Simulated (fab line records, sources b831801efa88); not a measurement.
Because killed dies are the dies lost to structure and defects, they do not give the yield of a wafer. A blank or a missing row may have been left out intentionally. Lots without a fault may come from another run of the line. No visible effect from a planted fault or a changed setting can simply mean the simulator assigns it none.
Which of the tools did it? | flow gf180mcu | 12 lots with 36 wafers sampled at 5 steps, on a route of 602 steps

WHAT THE GAUGES SHOWED, per wafer
GF_V3_CD_MEAS_14 targets a cd of 260 nm.
lot  | measured     | on        | cd nm (nm)
L978 | day 22 14:10 | cd sem-01 | 260.6 261.3 260.8
L980 | day 23 18:48 | cd sem-02 | 262.4 260.7 261.3
L983 | day 24 16:29 | cd sem-01 | 261.1 262.2 262.3
L985 | day 25 03:46 | cd sem-01 | 258.0 257.9 257.4
L984 | day 25 04:20 | cd sem-02 | 259.7 260.4 261.0
L986 | day 25 10:41 | cd sem-02 | 258.8 258.9 259.3
L988 | day 26 03:43 | cd sem-01 | 260.4 260.9 262.0
L989 | day 26 14:39 | cd sem-02 | 261.2 260.9 260.7
L990 | day 26 19:18 | cd sem-02 | 260.3 258.8 261.0
L991 | day 27 03:33 | cd sem-02 | 258.3 259.9 259.3
L993 | day 27 10:36 | cd sem-02 | 260.2 260.6 260.1
L100 | day 29 13:09 | cd sem-01 | 258.8 259.5 260.8

GF_V3_OVL_MEAS_15.
lot  | measured     | on         | V3_OVL (nm)
L978 | day 22 14:16 | overlay-02 | -7 1 -5
L980 | day 23 18:55 | overlay-02 | -11 0 -3
L983 | day 24 16:36 | overlay-02 | 8 -4 -7
L985 | day 25 03:50 | overlay-02 | -7 -5 -2
L984 | day 25 04:27 | overlay-01 | 1 -7 -3
L986 | day 25 10:46 | overlay-02 | -5 0 -6
L988 | day 26 03:49 | overlay-01 | -2 -3 2
L989 | day 26 14:46 | overlay-02 | -4 -3 0
L990 | day 26 19:25 | overlay-02 | -6 -5 3
L991 | day 27 03:40 | overlay-01 | -2 6 -2
L993 | day 27 10:43 | overlay-01 | -11 -4 -7
L100 | day 29 13:16 | overlay-01 | -2 -1 1

GF_M4_CD_MEAS_14 targets a cd of 280 nm.
lot  | measured     | on        | cd nm (nm)
L978 | day 23 14:46 | cd sem-02 | 280.1 280.6 279.3
L980 | day 24 18:05 | cd sem-01 | 278.7 279.5 278.9
L983 | day 25 15:42 | cd sem-02 | 280.5 281.2 280.6
L985 | day 26 02:22 | cd sem-01 | 279.2 280.5 279.0
L984 | day 26 03:17 | cd sem-02 | 278.1 279.7 279.5
L986 | day 26 09:20 | cd sem-01 | 280.7 280.5 280.5
L988 | day 27 03:06 | cd sem-01 | 282.1 281.2 280.7
L989 | day 27 13:02 | cd sem-01 | 280.3 281.5 279.9
L990 | day 27 17:17 | cd sem-02 | 291.7 292.4 291.6
L991 | day 28 01:38 | cd sem-02 | 291.6 289.3 288.8
L993 | day 28 07:36 | cd sem-02 | 278.6 279.8 278.7
L100 | day 30 09:20 | cd sem-02 | 280.4 280.7 278.3

WHICH TOOL RAN EACH LOT (tool, then ch and the chambers of the sampled wafers, then the start)
lot  | GF_M3_STRIP_17                       | GF_M4_PEB_12
L978 | plasma asher-02 ch 0,1, day 21 11:25 | litho track-04 ch 0, day 23 14:26
L980 | plasma asher-03 ch 0,1, day 22 18:58 | litho track-02 ch 0, day 24 17:44
L983 | plasma asher-01 ch 0,1, day 23 17:23 | litho track-04 ch 0, day 25 15:21
L985 | plasma asher-03 ch 0,1, day 24 05:07 | litho track-04 ch 0, day 26 02:03
L984 | plasma asher-02 ch 0,1, day 24 06:05 | litho track-02 ch 0, day 26 02:56
L986 | plasma asher-02 ch 0,1, day 24 12:01 | litho track-02 ch 0, day 26 09:02
L988 | plasma asher-03 ch 1, day 25 05:49   | litho track-02 ch 0, day 27 02:46
L989 | plasma asher-02 ch 0,1, day 25 17:08 | litho track-01 ch 0, day 27 12:41
L990 | plasma asher-03 ch 0,1, day 25 21:07 | litho track-02 ch 0, day 27 16:56
L991 | plasma asher-03 ch 0,1, day 26 05:28 | litho track-02 ch 0, day 28 01:17
L993 | plasma asher-03 ch 0,1, day 26 13:46 | litho track-04 ch 0, day 28 07:15
L100 | plasma asher-02 ch 0,1, day 28 16:25 | litho track-01 ch 0, day 30 08:59
- GF_M3_STRIP_17: strips in O2/N2.
- GF_M4_PEB_12: peb time 90 s.

AS READ BY THE TOOLS THEMSELVES (means over the sampled wafers that have a number; for cases with no such wafer, the mark the record gives instead)
GF_M3_STRIP_17.
lot  | tool            | drypump motor current A (A) | heater power w (W) | oes product au (a.u.) | platen temp c (C) | strip time to endpoint s (s)
L978 | plasma asher-02 | 5.8                         | 304                | 0.542                 | 249.97            | 7.37
L980 | plasma asher-03 | 5.6                         | 364                | 0.528                 | 250.07            | 7.28
L983 | plasma asher-01 | 5.4                         | 345                | 0.539                 | 249.94            | 7.45
L985 | plasma asher-03 | 5.6                         | 361                | 0.536                 | 249.89            | 7.32
L984 | plasma asher-02 | 5.4                         | 312                | 0.534                 | 249.96            | 7.43
L986 | plasma asher-02 | 5.4                         | 300                | 0.533                 | 250.00            | 7.39
L988 | plasma asher-03 | 5.9                         | 366                | 0.540                 | 250.07            | 7.46
L989 | plasma asher-02 | 5.4                         | 314                | 0.537                 | 250.01            | 7.36
L990 | plasma asher-03 | 5.7                         | 364                | 0.533                 | 249.87            | 7.31
L991 | plasma asher-03 | 5.7                         | 364                | 0.536                 | 249.85            | 7.31
L993 | plasma asher-03 | 5.7                         | 361                | 0.542                 | 249.97            | 7.45
L100 | plasma asher-02 | 5.8                         | 308                | 0.538                 | 250.07            | 7.38

GF_M4_PEB_12.
lot  | tool           | heater power total W (W)
L978 | litho track-04 | 85.71
L980 | litho track-02 | 85.72
L983 | litho track-04 | 85.59
L985 | litho track-04 | 85.70
L984 | litho track-02 | 85.73
L986 | litho track-02 | 85.71
L988 | litho track-02 | 85.70
L989 | litho track-01 | 85.63
L990 | litho track-02 | 97.26
L991 | litho track-02 | 97.20
L993 | litho track-04 | 85.74
L100 | litho track-01 | 85.68

THE ANSWER, worked out from the rows above alone
Rule: what is usual is taken from the lots themselves. The widest of any qualifying gaps counts: lots, ordered by their means at a reading, are off when they make up no more than a third of the lots, leave a main group of 4 or more, and stand apart from it by 3 or more times the standard deviation of that group's means. If all means in a main group match to the digits the tables above print for the reading, that group is not used. Also off: a lot with no number at a reading for which 4 or more lots have one. All remaining lots with rows at the step are treated as sound. Order of review: gauges by route order, followed by the tools' own readings, for which a lot's mean as printed above is used. The first step at which some lot is off is used, and at that step the reading that is off furthest; a lot without a number counts as furthest.
Off at GF_M4_CD_MEAS_14 (cd nm): L990, L991. For the main group the mean is 280.0 nm and the standard deviation 0.77.
If a tool, at a process step before that reading, ran all the lots that are off and no sound lot after the first of them, it fits. Not tried: the gauges at GF_M4_CD_MEAS_14; whatever is off there is also off at GF_M4_PEB_12, on other tools, and gauge error can't account for it. One fits: litho track-02 at GF_M4_PEB_12. Its last sound lot is L988 (day 27 02:46), its first lot that is off L990 (day 27 16:56): a fault that began between those two fits.
On the lots that are off, the tool's own readings at GF_M4_PEB_12 differ by more than 5 times the standard deviation of the sound lots' means, which bears it out; heater power total W reads 97.23 W there versus 85.69 W on the sound lots.

WHAT THE SIMULATOR HAD PUT IN
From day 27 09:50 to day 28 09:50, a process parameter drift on litho track-02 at GF_M4_PEB_12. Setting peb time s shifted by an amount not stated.
Lots struck among those shown: L990, L991. The rule above found the same.
